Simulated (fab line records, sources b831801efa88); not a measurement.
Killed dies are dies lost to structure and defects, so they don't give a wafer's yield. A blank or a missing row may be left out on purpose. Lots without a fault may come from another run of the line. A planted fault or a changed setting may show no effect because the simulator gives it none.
Problem report in the 8D (eight disciplines) form, filled by code | flow sky130 | the parts of the form that need people (team, actions taken, sign-off) are left out

1. THE PROBLEM
run_length_s at SKY_FIELD_ISO_ETCH_17 reads a mean of 129.8 s on 2 wafers of 2 lots; wafers without a fault read 126.1 s with a standard deviation of 0.4. That is +9.3 standard deviations from the usual mean.
The step: etches Si in HBr/Cl2/O2, target depth 342 nm, time 97.7 s.
First seen on wafer L560.5, day 5 12:20, on rie_si-01. The record holds 18 wafers of 6 lots with a number at this step. Rule for "out", or "out of limits": more than 4 standard deviations from the usual mean. The other wafers with a number count as sound.

2. WHAT IT IS AND WHAT IT IS NOT
question                    | is               | is not
which readings at this step | run_length_s     | O2_flow_sccm, chamber_pressure_mTorr, drypump_motor_current_A, oes_product_au, throttle_valve_pct
which lots                  | L560, L561       | L545, L551, L565, L566
which wafers of those lots  | L560.5, L561.6   | L560.3, L560.6, L561.1, L561.4
read on which tools         | rie_si-01        | rie_si-02
when                        | from day 5 12:20 | up to then (8 sound wafers); but 8 sound wafers of L561, L565, L566 came after

3. SUSPECTS, AND WHAT RULES EACH OUT
Counting: a tool at a process step up to the reading stays a suspect if it ran every lot that is out. Sound lots after the first of them don't rule it out here, since some wafers of a struck lot are sound.
- rie_si-01 at SKY_FIELD_ISO_ETCH_17 (etches Si in HBr/Cl2/O2, target depth 342 nm, time 97.7 s): kept. It ran every lot that is out, first L560 (day 5 12:20); its last sound lot up to then is L545 (day 2 07:56). Its own readings are out on those wafers: run_length_s.
- Within rie_si-01 at SKY_FIELD_ISO_ETCH_17: the wafers that are out ran in chamber 0; their sound lot-mates ran in chambers 1, 2, 3.
Left after counting: rie_si-01 at SKY_FIELD_ISO_ETCH_17.

4. THE CAUSE (what the simulator had put in)
Process parameter drift: rie_si-01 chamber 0, from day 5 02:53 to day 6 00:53, at SKY_FIELD_ISO_ETCH_17. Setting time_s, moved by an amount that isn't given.
Counting left only this tool.

5. THE CHAIN OF EFFECTS, in route order
Each row: a reading whose mean over the struck wafers that have a number lies more than 3 standard deviations from the usual. Only readings for which the record gives a usual standard deviation are gone through. hours: the time from each lot's start at the first step in this table that gives one to its start at this step, as a median over the lots. sigmas: the change in usual standard deviations.
hours | step                  | reading      | usual   | on struck wafers | change | sigmas
0     | SKY_FIELD_ISO_ETCH_17 | run_length_s | 126.1 s | 129.8            | +3.7   | +9.3
The process steps in it:
- SKY_FIELD_ISO_ETCH_17: etches Si in HBr/Cl2/O2, target depth 342 nm, time 97.7 s.

6. WHAT WOULD HAVE CAUGHT IT SOONER
In this record the first reading out of limits was taken at day 5 12:20, 9 hours after the fault began at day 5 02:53.
